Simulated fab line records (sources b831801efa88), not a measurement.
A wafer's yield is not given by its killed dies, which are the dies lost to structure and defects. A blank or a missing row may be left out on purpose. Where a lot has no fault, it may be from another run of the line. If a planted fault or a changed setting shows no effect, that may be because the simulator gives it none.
fab line records ; flow sky130 ; part 2 of 2: steps 27 to 35 of 35
record: lots: 5; wafers: 15; last_day: 50
route steps=708 shown METAL5@663 PASSIVATION@681 PAD_OPEN@694
lots with no fault: from the same line, run without faults
start_h: hours from the record's first day to the start of the lot's first wafer shown ; wait_h: hours from the lot's prior step to this one ; " repeats the value in the row above ; L1.1+2: a row that stands for several wafers ; - either no value or no given start ; * or withheld: withheld ; < > ~ a bound
route shown NAME@n: NAME is a module with steps in the file, n the number in the route of the first one ; usual: mean/standard deviation taken from wafers without a fault ; same: alike in all rows ; chamber/n: place in a boat ; sites: the reading at each site ; _std_site: their standard deviation ; _edge_site: mean of outer sites minus mean of inner sites ; radius_mm: how far each site lies from the wafer's centre ; mask NAME#n: copy n ; behind: the last tool/chamber to shape the wafer ; hold: why the lot went on hold/how many hours it stayed there/how the hold came to an end ; device: the transistor (n, p or np) that didn't switch ; end of line: the route-end tests of the same wafers ; step lacking rows: just its recipe ; killed: count of dies lost to structure and defects at first sort (not the wafer's yield) ; map: shows each die of a wafer: x if killed, . if not, _ if none is there
set.NAME: the setting the step ran with; set.NAME@STEP: the setting that earlier step ran with ; model.NAME: the simulator's own value behind a step, which no gauge read
a table for each step, a row for each wafer; lots at some steps of the route
services: the hour from which a tool's chamber was out of use, counted from the record's first day as start_h (under 0 if before that day), plus the number of hours and why
== steps ==
step: SKY_PASSIVATION_EXPOSE_08
recipe: mask_id: NSM; target_cd_nm: 3000; na: 0.57; dose_mj: 260
lot.wafer;tool;chamber;start_h;wait_h;mask
L076.1+2+4;iline_stepper-01;0;-;-;NSM#0
L080.2+4+6;iline_stepper-02;0;-;-;NSM#0
L087.1+2+5;iline_stepper-02;0;-;-;NSM#0
L096.1+2+6;iline_stepper-02;0;-;-;NSM#0
L097.1+5+6;iline_stepper-01;0;-;-;NSM#0
step: SKY_PASSIVATION_PEB_09
recipe: temp_c: 115; time_s: withheld
usual: exhaust_pa: 44.9/0.94
lot.wafer;tool;chamber;start_h;wait_h;exhaust_pa
L076.1;litho_track-01;0;-;-;45.9
L076.2;litho_track-01;0;-;-;46.5
L076.4;litho_track-01;0;-;-;45.2
L080.2;litho_track-01;0;-;-;46.6
L080.4;litho_track-01;0;-;-;46.0
L080.6;litho_track-01;0;-;-;45.0
L087.1;litho_track-03;0;-;-;46.5
L087.2;litho_track-03;0;-;-;44.5
L087.5;litho_track-03;0;-;-;45.3
L096.1;litho_track-04;0;-;-;44.8
L096.2;litho_track-04;0;-;-;43.9
L096.6;litho_track-04;0;-;-;45.1
L097.1;litho_track-04;0;-;-;45.3
L097.5;litho_track-04;0;-;-;43.8
L097.6;litho_track-04;0;-;-;43.9
step: SKY_PASSIVATION_DEVELOP_10
recipe: develop_time_s: 60; dev_temp_c: 23
usual: exhaust_pa: 45.0/0.96
lot.wafer;tool;chamber;start_h;wait_h;exhaust_pa
L076.1;litho_track-01;0;-;-;43.8
L076.2;litho_track-01;0;-;-;44.2
L076.4;litho_track-01;0;-;-;44.2
L080.2;litho_track-01;0;-;-;44.6
L080.4;litho_track-01;0;-;-;46.5
L080.6;litho_track-01;0;-;-;45.2
L087.1;litho_track-03;0;-;-;43.9
L087.2;litho_track-03;0;-;-;45.1
L087.5;litho_track-03;0;-;-;42.8
L096.1;litho_track-04;0;-;-;44.5
L096.2;litho_track-04;0;-;-;44.8
L096.6;litho_track-04;0;-;-;45.5
L097.1;litho_track-04;0;-;-;47.0
L097.5;litho_track-04;0;-;-;46.9
L097.6;litho_track-04;0;-;-;46.1
step: SKY_PASSIVATION_ETCH_11
recipe: chemistry: CF4/O2; target_depth_nm: 725; stop_on: AlCu; source_w: 800; bias_w: 150; pressure_mtorr: 150; cf4_flow_sccm: 80; O2_flow_sccm: 10; time_s: 161.1
usual: O2_flow_sccm: 10.00/0.032; drypump_motor_current_A: 5.6/0.41; oes_product_au: 0.974/0.0073; throttle_valve_pct: 5.965/0.0086
lot.wafer;tool;chamber;start_h;wait_h;O2_flow_sccm;drypump_motor_current_A;oes_product_au;rf_hours_counter_h;throttle_valve_pct
L076.1;rie_diel-02;0;1061.52;-;10.04;5.5;0.969;17;5.971
L076.2;rie_diel-02;1;1061.52;-;10.01;5.1;0.972;16;5.970
L076.4;rie_diel-02;2;1061.52;-;10.00;5.2;0.977;24;5.974
L080.2;rie_diel-04;1;1086.32;-;10.03;5.0;0.963;11;5.953
L080.4;rie_diel-04;3;1086.32;-;9.99;6.0;0.987;11;5.956
L080.6;rie_diel-04;1;1086.32;-;10.02;5.0;0.990;-;5.975
L087.1;rie_diel-02;1;1130.06;-;10.00;5.0;0.970;19;5.957
L087.2;rie_diel-02;3;1130.06;-;10.00;6.2;0.975;28;5.950
L087.5;rie_diel-02;2;1130.06;-;9.99;5.2;0.981;-;5.975
L096.1;rie_diel-02;3;1176.42;-;10.02;6.2;0.973;30;5.971
L096.2;rie_diel-02;1;1176.42;-;9.97;5.0;0.960;21;5.963
L096.6;rie_diel-02;0;1176.42;-;9.99;5.5;0.967;-;5.968
L097.1;rie_diel-04;3;1178.72;-;10.02;5.9;0.980;13;5.943
L097.5;rie_diel-04;2;1178.72;-;10.02;6.0;0.980;-;5.948
L097.6;rie_diel-04;1;1178.72;-;10.01;5.0;0.987;-;5.959
step: SKY_PASSIVATION_STRIP_12
recipe: chemistry: O2/N2; power_w: 1400; pressure_mtorr: 1500; platen_temp_c: withheld; overash_fraction: 0.7; o2_flow_sccm: 3000; n2_flow_sccm: 300
usual: drypump_motor_current_A: 6.0/0.39; oes_product_au: 0.661/0.004; strip_time_to_endpoint_s: 31.56/0.13
lot.wafer;tool;chamber;start_h;wait_h;drypump_motor_current_A;oes_product_au;rf_hours_counter_h;strip_time_to_endpoint_s
L076.1;plasma_asher-03;1;1061.62;0.1;6.2;0.663;32;31.82
L076.2;plasma_asher-03;0;1061.62;0.1;6.2;0.664;32;31.54
L076.4;plasma_asher-03;0;1061.62;0.1;6.2;0.657;-;31.54
L080.2;plasma_asher-04;0;1086.42;0.1;5.8;0.657;2;31.43
L080.4;plasma_asher-04;0;1086.42;0.1;5.8;0.662;-;31.44
L080.6;plasma_asher-04;1;1086.42;0.1;6.4;0.658;-;31.54
L087.1;plasma_asher-02;0;1130.17;0.1;5.9;0.661;69;31.35
L087.2;plasma_asher-02;1;1130.17;0.1;5.1;0.660;69;31.59
L087.5;plasma_asher-02;1;1130.17;0.1;5.1;0.662;-;31.61
L096.1;plasma_asher-04;1;1176.53;0.1;6.4;0.668;11;31.52
L096.2;plasma_asher-04;0;1176.53;0.1;5.8;0.661;11;31.18
L096.6;plasma_asher-04;0;1176.53;0.1;5.8;0.653;-;31.74
L097.1;plasma_asher-02;0;1178.83;0.1;5.9;0.654;74;31.45
L097.5;plasma_asher-02;1;1178.83;0.1;5.1;0.658;-;31.63
L097.6;plasma_asher-02;0;1178.83;0.1;5.9;0.664;-;31.44
step: SKY_PAD_OPEN_DEHYDRATE_00
recipe: temp_c: 200; time_s: 60
usual: exhaust_pa: 45.0/1
lot.wafer;tool;chamber;start_h;wait_h;exhaust_pa
L076.1;litho_track-02;0;1071.01;9.4;44.0
L076.2;litho_track-02;0;1071.01;9.4;46.0
L076.4;litho_track-02;0;1071.01;9.4;45.2
L080.2;litho_track-03;0;1095.19;8.7;42.9
L080.4;litho_track-03;0;1095.19;8.7;44.5
L080.6;litho_track-03;0;1095.19;8.7;46.4
L087.1;litho_track-02;0;1138.51;8.3;46.5
L087.2;litho_track-02;0;1138.51;8.3;44.6
L087.5;litho_track-02;0;1138.51;8.3;45.6
L096.1;litho_track-03;0;1183.81;7.2;44.2
L096.2;litho_track-03;0;1183.81;7.2;43.9
L096.6;litho_track-03;0;1183.81;7.2;44.1
L097.1;litho_track-01;0;1186.52;7.7;46.0
L097.5;litho_track-01;0;1186.52;7.7;46.4
L097.6;litho_track-01;0;1186.52;7.7;46.6
step: SKY_PAD_OPEN_HMDS_01
recipe: prime_time_s: 60; prime_temp_c: 120
usual: exhaust_pa: 45.1/0.84
lot.wafer;tool;chamber;start_h;wait_h;exhaust_pa
L076.1;litho_track-02;0;1071.16;0.1;45.5
L076.2;litho_track-02;0;1071.16;0.1;44.2
L076.4;litho_track-02;0;1071.16;0.1;44.8
L080.2;litho_track-03;0;1095.34;0.1;45.5
L080.4;litho_track-03;0;1095.34;0.1;45.5
L080.6;litho_track-03;0;1095.34;0.1;44.0
L087.1;litho_track-02;0;1138.66;0.1;46.1
L087.2;litho_track-02;0;1138.66;0.1;44.4
L087.5;litho_track-02;0;1138.66;0.1;45.7
L096.1;litho_track-03;0;1183.96;0.1;45.3
L096.2;litho_track-03;0;1183.96;0.1;46.4
L096.6;litho_track-03;0;1183.96;0.1;44.4
L097.1;litho_track-01;0;1186.67;0.1;45.5
L097.5;litho_track-01;0;1186.67;0.1;44.6
L097.6;litho_track-01;0;1186.67;0.1;44.0
step: SKY_PAD_OPEN_COAT_02
recipe: spin_rpm: 2000; resist_thk_nm: 3000
usual: exhaust_pa: 45.2/0.79; spin_speed_rpm: 2000.0/1.3
lot.wafer;tool;chamber;start_h;wait_h;exhaust_pa;spin_speed_rpm
L076.1;litho_track-02;0;1071.31;0.1;45.3;2001.4
L076.2;litho_track-02;0;1071.31;0.1;44.5;2000.4
L076.4;litho_track-02;0;1071.31;0.1;45.5;1999.9
L080.2;litho_track-03;0;1095.49;0.1;45.2;2001.2
L080.4;litho_track-03;0;1095.49;0.1;45.1;2002.6
L080.6;litho_track-03;0;1095.49;0.1;45.1;1999.9
L087.1;litho_track-02;0;1138.81;0.1;45.0;2000.1
L087.2;litho_track-02;0;1138.81;0.1;44.6;2000.8
L087.5;litho_track-02;0;1138.81;0.1;46.1;2003.0
L096.1;litho_track-03;0;1184.11;0.1;44.1;2001.3
L096.2;litho_track-03;0;1184.11;0.1;45.4;2001.0
L096.6;litho_track-03;0;1184.11;0.1;45.7;1997.5
L097.1;litho_track-01;0;1186.82;0.1;45.3;2000.6
L097.5;litho_track-01;0;1186.82;0.1;45.3;2000.6
L097.6;litho_track-01;0;1186.82;0.1;44.7;1997.7
step: SKY_PAD_OPEN_SOFTBAKE_03
recipe: temp_c: 110; time_s: withheld
usual: exhaust_pa: 44.9/0.84
lot.wafer;tool;chamber;start_h;wait_h;exhaust_pa
L076.1;litho_track-02;0;1071.46;0.1;44.3
L076.2;litho_track-02;0;1071.46;0.1;45.5
L076.4;litho_track-02;0;1071.46;0.1;44.6
L080.2;litho_track-03;0;1095.65;0.1;45.1
L080.4;litho_track-03;0;1095.65;0.1;43.5
L080.6;litho_track-03;0;1095.65;0.1;43.8
L087.1;litho_track-02;0;1138.96;0.1;44.0
L087.2;litho_track-02;0;1138.96;0.1;45.9
L087.5;litho_track-02;0;1138.96;0.1;45.0
L096.1;litho_track-03;0;1184.26;0.1;45.2
L096.2;litho_track-03;0;1184.26;0.1;44.7
L096.6;litho_track-03;0;1184.26;0.1;44.0
L097.1;litho_track-01;0;1186.97;0.1;44.5
L097.5;litho_track-01;0;1186.97;0.1;44.2
L097.6;litho_track-01;0;1186.97;0.1;44.5
== services ==
tool;chamber;start_h;hours;kind
rie_diel-02;-;998.45;2.8;pm
iline_stepper-01;-;1039.91;6.5;repair
pecvd-03;-;1044.27;0.6;repair
pvd_sputter-01;-;1051.26;1.4;repair
plasma_asher-04;-;1055.27;9.0;pm
pecvd-03;-;1058.08;1.3;repair
pvd_sputter-03;-;1060.25;1.5;repair
pvd_sputter-01;-;1065.12;0.6;repair
pecvd-03;-;1074.40;1.7;repair
iline_stepper-01;-;1086.78;1.7;pm
pvd_sputter-01;-;1098.69;19.3;repair
rie_diel-02;1;1100.63;3.1;repair
pvd_sputter-01;-;1105.68;0.9;repair
iline_stepper-01;-;1107.74;11.7;repair
pecvd-03;-;1110.33;2.5;repair
rie_diel-02;1;1116.18;11.5;repair
pvd_sputter-03;-;1128.99;1.2;repair
pecvd-03;-;1131.20;1.4;repair
pvd_sputter-01;-;1139.53;6.9;repair
pecvd-04;-;1146.04;1.4;repair
iline_stepper-02;-;1155.54;2.1;pm
pecvd-04;-;1164.70;0.7;repair
plasma_asher-04;-;1179.13;2.8;pm
pvd_sputter-03;-;1180.87;0.6;repair
